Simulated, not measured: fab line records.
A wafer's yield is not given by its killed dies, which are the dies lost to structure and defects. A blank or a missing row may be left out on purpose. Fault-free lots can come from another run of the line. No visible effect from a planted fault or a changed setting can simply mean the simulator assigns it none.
2 desks looking at one fault -- flow sfq_line -- each desk has only its own numbers; what lay behind them comes last

FROM THE METROLOGY DESK
What the gauges read, lot by lot, whatever tool the lot ran on: means of the sampled wafers that have a number. If a lot's mean is further than 4 standard deviations from the usual mean, the lot is out of limits and carries the mark OUT (the distance appears in the brackets).
Columns: A = I4_OVL at SFQ_I4_OVL_MEAS_928, usual 0 nm
lot,first seen here,A
L406,day 50 08:32,7
L407,day 50 13:21,2
L408,day 50 15:38,-4
L410,day 52 16:39,-4
L411,day 52 17:52,0
L413,day 52 21:26,-5
L415,day 53 08:15,-5
L416,day 53 20:24,-3
L417,day 54 03:22,-5
L418,day 54 05:53,2
L420,day 54 13:59,2
L424,day 55 06:19,5
L428,day 56 00:43,-2
This desk's verdict: no lot among the 13 shows anything out of limits.

FOR THE TOOL OWNER'S DESK: pvd_sputter-06
The tool's own readings at SFQ_TRILAYER_R5_DEP_SPUTTER_133 (material MoNx, target thk 40 nm, time 66.7 s): means of the sampled wafers that have a number, for each lot that ran on this tool. If a lot's mean is further than 4 standard deviations from the usual mean, the lot is out of limits and carries the mark OUT (the distance appears in the brackets).
Columns: A = cathode_dc_power_W at SFQ_TRILAYER_R5_DEP_SPUTTER_133, usual 1000.0 W; B = throttle_valve_pct at SFQ_TRILAYER_R5_DEP_SPUTTER_133, usual 30.0 %
lot,first seen here,A,B
L411,day 58 15:34,1000.0,30.8
L413,day 58 22:32,1000.1,30.1
L416,day 59 11:55,1000.2,29.0
L418,day 59 22:40,1012.8 (+75) OUT,29.4
Finding of this desk: L418 out of limits; the first was L418 at day 59 22:40, on cathode_dc_power_W at SFQ_TRILAYER_R5_DEP_SPUTTER_133. L411, L413, L416 stayed within limits.

ALL TOGETHER
The tool owner's desk could have raised an alarm at day 59 22:40, on L418.
From the metrology desk's view, nothing was out of limits.
The metrology desk holds a record of L418, inside its limits.
SFQ_TRILAYER_R5_DEP_SPUTTER_133 was run on pvd_sputter-06 by each of the lots named.

WHAT WAS PUT IN BY THE SIMULATOR
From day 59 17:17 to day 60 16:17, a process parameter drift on pvd_sputter-06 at SFQ_TRILAYER_R5_DEP_SPUTTER_133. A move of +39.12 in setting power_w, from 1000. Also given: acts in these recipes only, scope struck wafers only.
Lots struck among those shown: L418.
Delay in hours, fault start to first out-of-limits reading, by desk: the tool owner's desk at 5.
